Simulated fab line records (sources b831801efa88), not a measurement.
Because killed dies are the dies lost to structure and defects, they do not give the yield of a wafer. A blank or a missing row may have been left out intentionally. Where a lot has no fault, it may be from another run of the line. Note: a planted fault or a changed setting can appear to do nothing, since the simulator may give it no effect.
Comparing a struck lot with a sound one ; flow sky130 ; 23 steps out of a route of 708
Sound: the wafers L910.3, L910.4, L910.6. Struck: wafers L918.1, L918.3, L918.6. The cause is given at the end.
For every step that has rows: the tool of each side, followed by ch and its chambers, followed by its first start. Under that, the readings that differ: sound wafers ; struck wafers ; difference of the means ; sigmas: that difference in standard deviations of wafers without a fault.
alike: readings whose means differ by less than 2 such deviations, and words and numbers that are the same on both sides. not compared: withheld readings, readings that some wafer has no value for, bounds like >300 that may hide the same value, and numbers for which the record gives no deviation and whose values overlap.
The two part at a step that has a row with sigmas, a row that says differs or no value, or rows on one side only. Numbers that have no deviation but don't overlap get no sigmas and don't part them. A reading that every wafer of one side lacks parts them only if that side has two wafers or more.

SKY_LI_CONTACT_SPUTTER_19: material Ti, target thk 20 nm, time 106.37 s.
  sound on pvdSputter-01 at day 34 01:19; struck on pvdSputter-02 at day 36 07:23
  alike: throttleValvePct
SKY_LI_CONTACT_SPUTTER_20: material TiN, target thk 20 nm, time 80 s.
  sound on pvdSputter-01 at day 34 01:24; struck on pvdSputter-02 at day 36 07:28
  alike: throttleValvePct
then, 1 step without rows for these wafers: SKY_LI_CONTACT_CVD_21 (deposits W, target thk 400 nm, time 120.56 s).
SKY_LI_CONTACT_RS_MEAS_22: measurement is done with a four-point probe.
  sound on filmMetro-02 at day 34 01:37; struck on filmMetro-04 at day 36 07:39
  alike: LI_CONTACT_W_RS
SKY_LI_CONTACT_THK_MEAS_23: measures by xrf.
  sound on filmMetro-02 at day 34 01:43; struck on filmMetro-04 at day 36 07:46
  alike: LI_CONTACT_W_THK
then, 1 step without rows for these wafers: SKY_LI_CONTACT_CMP_24 (polishes, stops on PSG, t overpolish 20 s, target thk 0 nm).
SKY_LOCAL_INTERCONNECT_SPUTTER_00: material TiN, target thk 100 nm, time 83.3 s.
  sound on pvdSputter-01 at day 34 02:04; struck on pvdSputter-04 at day 36 08:08
  alike: throttleValvePct
SKY_LOCAL_INTERCONNECT_RS_MEAS_01: measurement is done with a four-point probe.
  sound on filmMetro-01 at day 34 02:10; struck on filmMetro-01 at day 36 08:12
  alike: LOCAL_INTERCONNECT_TIN_RS
SKY_LOCAL_INTERCONNECT_THK_MEAS_02: measures by xrf.
  sound on filmMetro-01 at day 34 02:16; struck on filmMetro-01 at day 36 08:19
  alike: LOCAL_INTERCONNECT_TIN_THK
then, 3 steps without rows for these wafers: SKY_LOCAL_INTERCONNECT_DEHYDRATE_03 (time 60 s); SKY_LOCAL_INTERCONNECT_HMDS_04 (prime time 60 s); SKY_LOCAL_INTERCONNECT_COAT_05 (resist thk 60 nm).
SKY_LOCAL_INTERCONNECT_COAT_06: resist thk 450 nm.
  sound on lithoTrack-04 ch 0, day 34 15:00; struck on lithoTrack-01 ch 0, day 36 21:00
reading;sound;struck;difference;sigmas
spinSpeedRpm (rpm);3000.4 3001.1 2999.3;2956.0 2956.7 2957.0;-43.7;-23
model.KrF-thick_of_LOCAL_INTERCONNECT_COAT_06.thkNm (nm);448.6 449.6 450.5;452.9 454.2 453.1;+3.8;
then, 4 steps without rows for these wafers: SKY_LOCAL_INTERCONNECT_SOFTBAKE_07 (time 90 s); SKY_LOCAL_INTERCONNECT_EXPOSE_08 (exposes mask LI1M, target cd 170 nm); SKY_LOCAL_INTERCONNECT_PEB_09; SKY_LOCAL_INTERCONNECT_DEVELOP_10 (develop time 60 s).
SKY_LOCAL_INTERCONNECT_CD_MEAS_11: the cd target is 170 nm.
  sound on cdSem-01 at day 35 04:41; struck on cdSem-02 at day 37 10:29
  alike: cdNm
SKY_LOCAL_INTERCONNECT_OVL_MEAS_12:
  sound on overlay-01 at day 35 04:46; struck on overlay-01 at day 37 10:36
  alike: LOCAL_INTERCONNECT_OVL
SKY_LOCAL_INTERCONNECT_ETCH_13: etches BARC in N2/H2, stops on SiO2, time 45.9 s, target depth 60 nm.
  sound on rieMetal-04 ch 0,1, day 35 04:49; struck on rieMetal-03 ch 0,1, day 37 10:38
reading;sound;struck;difference;sigmas
throttleValvePct (%);13.230 13.227 13.231;13.209 13.213 13.211;-0.018;-2
  alike: drypumpMotorCurrentA, oesProductAu, rfFwdPowerW
  not compared: rfHoursCounterH
SKY_LOCAL_INTERCONNECT_METAL_ETCH_14: etches TiN in Cl2/BCl3, stops on PSG, target depth 110 nm, time 31.4 s.
  sound on rieMetal-04 ch 0,1, day 35 04:53; struck on rieMetal-03 ch 0,1, day 37 10:41
reading;sound;struck;difference;sigmas
model.KrF-thick_of_LOCAL_INTERCONNECT_COAT_06.thkNm (nm);348.2 347.3 348.3;351.2 352.4 351.6;+3.8;
  alike: drypumpMotorCurrentA, oesProductAu, rfFwdPowerW, throttleValvePct
  not compared: rfHoursCounterH
SKY_LOCAL_INTERCONNECT_STRIP_15: strips in O2/N2.
  sound on plasmaAsher-02 ch 0,1, day 35 04:57; struck on plasmaAsher-04 ch 0,1, day 37 10:45
reading;sound;struck;difference;sigmas
stripTimeToEndpointS (s);4.699 4.710 4.715;4.768 4.772 4.768;+0.061;+3
  alike: drypumpMotorCurrentA, o2FlowSccm, oesProductAu
  not compared: rfHoursCounterH
-- record jumps: 13 days separate the struck wafers' starts on either side; left off in module LOCAL_INTERCONNECT, taken up again in module PAD_OPEN, whose first shown step is the route's number 708 --
SKY_PAD_OPEN_PROBE_99:
  the record has rows for the struck wafers here (prober-02, day 50 18:19) and none for the sound ones

WHERE THEY PART
First at SKY_LOCAL_INTERCONNECT_COAT_06; last, within this record, at SKY_PAD_OPEN_PROBE_99.

WHY: what the simulator had put in
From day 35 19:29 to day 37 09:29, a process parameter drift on lithoTrack-01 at SKY_LOCAL_INTERCONNECT_COAT_06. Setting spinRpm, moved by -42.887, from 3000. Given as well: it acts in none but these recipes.
